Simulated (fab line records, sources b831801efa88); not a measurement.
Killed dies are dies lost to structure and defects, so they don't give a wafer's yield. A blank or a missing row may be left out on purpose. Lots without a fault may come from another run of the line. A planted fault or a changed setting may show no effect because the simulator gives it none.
A struck lot beside a sound one | flow sfq_line | 39 steps out of a route of 325
Sound: wafers L390.1, L390.3, L390.5. Struck: wafers L383.3, L383.6. (L383.4 of the same lot was not struck and is left out.) The cause comes at the end.
At each step with rows: each side's tool, then ch and its chambers, then its first start. Under that, the readings that differ: sound wafers | struck wafers | difference of the means | sigmas: that difference in standard deviations of wafers without a fault.
alike: readings whose means differ by less than 2 such deviations, and words and numbers that are the same on both sides. not compared: withheld readings, readings that some wafer has no value for, bounds like >300 that may hide the same value, and numbers for which the record gives no deviation and whose values overlap.
The two part at a step that has a row with sigmas, a row that says differs or no value, or rows on one side only. Numbers that don't overlap but have no deviation are shown without sigmas and don't part them. A reading that every wafer of one side lacks parts them only if that side has two wafers or more.

first, 6 steps without rows for these wafers: SFQ_TRILAYER_M0_LITHO_COAT_026 (resist thk 62 nm); SFQ_TRILAYER_M0_LITHO_COAT_021 (resist thk 600 nm); SFQ_TRILAYER_M0_LITHO_SOFTBAKE_025; SFQ_TRILAYER_M0_LITHO_EXPOSE_022 (exposes mask M0, target cd 500 nm); SFQ_TRILAYER_M0_LITHO_PEB_024 (peb time 62.16 s); SFQ_TRILAYER_M0_LITHO_DEVELOP_023 (time 60 s).
SFQ_M0_OVL_MEAS_906:
  sound on overlay-01, day 13 20:36; struck on overlay-01, day 11 04:50
  alike: M0_OVL
then, 2 steps without rows for these wafers: SFQ_TRILAYER_M0_BARC_OPEN_METAL_ETCH_031 (etches BARC in O2, target depth 125 nm, time 41.7 s); SFQ_TRILAYER_M0_ETCH_METAL_ETCH_024 (etches Nb in Cl2/Ar, stops on SiO2, target depth 240 nm, time 120 s).
SFQ_TRILAYER_M0_STRIP_STRIP_025: strips in O2.
  sound on rie_metal-02 ch 1, day 13 21:01; struck on rie_metal-04 ch 0, day 11 05:15
  alike: drypump_motor_current_A, oes_product_au
  not compared: rf_hours_counter_h
then, 2 steps without rows for these wafers: SFQ_TRILAYER_M0_STRIP_SOLV_CLEAN_026 (cleans in NMP, time 600 s); SFQ_TRILAYER_I0_DEP_PECVD_027 (deposits SiO2 from SiH4/N2O, time 111.11 s, target thk 500 nm).
SFQ_TRILAYER_I0_CMP_CMP_028: polishes SiO2.
  sound on cmp-01 ch 0,1,3, day 14 01:54; struck on cmp-02 ch 2, day 11 07:18
  reading                                             | sound           | struck      | difference | sigmas
  motor_current_A (A)                                 | 11.2 11.9 9.5   | 8.2 8.6     | -2.5       | -2
  time_to_endpoint_s (s)                              | 223 206 220     | 196 201     | -18        | -2
  model.SiO2_of_TRILAYER_I0_DEP_PECVD_027.thk_nm (nm) | 201 199.7 199.4 | 212.9 212.5 | +12.7      |
SFQ_I0_BOW_MEAS_907:
  sound on film_metro-04, day 14 04:54; struck on film_metro-03, day 11 11:40
  reading     | sound | struck | difference                    | sigmas
  I0_BOW (um) | 4 1 3 | - -    | no value on the struck wafers |
SFQ_TRILAYER_I0_METRO_MEASURE_029:
  sound on film_metro-04, day 14 05:01; struck on film_metro-03, day 11 16:16
  reading     | sound             | struck      | difference | sigmas
  thk_nm (nm) | 201.0 199.6 199.3 | 212.9 212.4 | +12.7      | +11
then, 6 steps without rows for these wafers: SFQ_TRILAYER_I0_VIA_LITHO_COAT_036 (resist thk 62 nm); SFQ_TRILAYER_I0_VIA_LITHO_COAT_031 (resist thk 650 nm); SFQ_TRILAYER_I0_VIA_LITHO_SOFTBAKE_035; SFQ_TRILAYER_I0_VIA_LITHO_EXPOSE_032 (exposes mask I0, target cd 500 nm); SFQ_TRILAYER_I0_VIA_LITHO_PEB_034 (peb time 60 s); SFQ_TRILAYER_I0_VIA_LITHO_DEVELOP_033 (time 60 s).
-- the record jumps here: 5 days lie between the struck wafers' starts before and after --
SFQ_I0_OVL_MEAS_908:
  sound on overlay-01, day 17 14:40; struck on overlay-02, day 16 09:53
  alike: I0_OVL
SFQ_TRILAYER_I0_VIA_BARC_OPEN_VIA_ETCH_046: etches BARC in O2, target depth 125 nm, time 41.7 s.
  sound on rie_diel-02 ch 1,3, day 17 14:43; struck on rie_diel-02 ch 0,3, day 16 09:55
  alike: drypump_motor_current_A, oes_product_au
  not compared: rf_hours_counter_h
SFQ_TRILAYER_I0_VIA_ETCH_VIA_ETCH_034: etches SiO2 in CHF3, stops on Nb, target depth 260 nm.
  sound on rie_diel-02 ch 1,3, day 17 14:45; struck on rie_diel-02 ch 0,3, day 16 09:57
  reading                        | sound             | struck      | difference | sigmas
  oes_product_au (a.u.)          | 0.861 0.860 0.858 | 0.886 0.881 | +0.024     | +4
  model.I0.feature_depth_nm (nm) | 201 199.7 199.4   | 212.9 212.5 | +12.7      |
  model.etch.depth_nm (nm)       | 201 199.7 199.4   | 212.9 212.5 | +12.7      |
  alike: drypump_motor_current_A
SFQ_TRILAYER_I0_VIA_STRIP_STRIP_035: strips in O2.
  sound on rie_metal-01 ch 0,1, day 17 14:52; struck on rie_metal-01 ch 0, day 16 10:28
  alike: drypump_motor_current_A, oes_product_au
  not compared: rf_hours_counter_h
then, 2 steps without rows for these wafers: SFQ_TRILAYER_I0_VIA_STRIP_SOLV_CLEAN_036 (cleans in NMP, time 600 s); SFQ_TRILAYER_M1_DEP_PRE_CLEAN_038 (time 22.5 s).
SFQ_TRILAYER_M1_DEP_SPUTTER_037: material Nb, target thk 200 nm, time 133.3 s.
  sound on pvd_sputter-06, day 17 15:40; struck on pvd_sputter-03, day 16 11:29
  alike: cathode_dc_power_W, throttle_valve_pct
SFQ_M1_RS_MEAS_909: measures by four-point-probe.
  sound on film_metro-04, day 17 15:46; struck on film_metro-02, day 16 11:37
  alike: M1_NB_RS
then, 6 steps without rows for these wafers: SFQ_TRILAYER_M1_LITHO_COAT_044 (resist thk 62 nm); SFQ_TRILAYER_M1_LITHO_COAT_039 (resist thk 600 nm); SFQ_TRILAYER_M1_LITHO_SOFTBAKE_043; SFQ_TRILAYER_M1_LITHO_EXPOSE_040 (exposes mask M1, target cd 500 nm); SFQ_TRILAYER_M1_LITHO_PEB_042 (peb time 60 s); SFQ_TRILAYER_M1_LITHO_DEVELOP_041 (time 60 s).
-- the record jumps here: 6 days lie between the struck wafers' starts before and after --
SFQ_M1_OVL_MEAS_911:
  sound on overlay-01, day 24 01:30; struck on overlay-02, day 22 03:47
  alike: M1_OVL
SFQ_TRILAYER_M1_BARC_OPEN_METAL_ETCH_054: etches BARC in O2, target depth 125 nm, time 41.7 s.
  sound on rie_metal-02 ch 0, day 24 01:32; struck on rie_metal-02 ch 0, day 22 03:50
  alike: drypump_motor_current_A, oes_product_au
  not compared: rf_hours_counter_h
SFQ_TRILAYER_M1_ETCH_METAL_ETCH_042: etches Nb in Cl2/Ar, stops on SiO2, target depth 240 nm, time 120 s.
  sound on rie_metal-02 ch 0, day 24 01:35; struck on rie_metal-02 ch 0, day 22 03:55
  reading                                             | sound             | struck      | difference | sigmas
  model.SiO2_of_TRILAYER_I0_DEP_PECVD_027.thk_nm (nm) | 192.8 191.4 191.2 | 204.6 204.3 | +12.6      |
  alike: drypump_motor_current_A, oes_product_au
  not compared: rf_hours_counter_h
then, 1 step without rows for these wafers: SFQ_TRILAYER_M1_STRIP_STRIP_043 (strips in O2).

WHERE THEY PART
First at SFQ_TRILAYER_I0_CMP_CMP_028; last, within this record, at SFQ_TRILAYER_I0_VIA_ETCH_VIA_ETCH_034. Later steps at which nothing parts them and some readings are alike: SFQ_TRILAYER_I0_VIA_STRIP_STRIP_035, SFQ_TRILAYER_M1_DEP_SPUTTER_037, SFQ_M1_RS_MEAS_909, SFQ_M1_OVL_MEAS_911, SFQ_TRILAYER_M1_BARC_OPEN_METAL_ETCH_054, SFQ_TRILAYER_M1_ETCH_METAL_ETCH_042.

WHY: what the simulator had put in
Process parameter drift: cmp-02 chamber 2, from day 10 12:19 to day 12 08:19, at SFQ_TRILAYER_I0_CMP_CMP_028. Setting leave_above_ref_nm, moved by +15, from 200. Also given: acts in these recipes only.
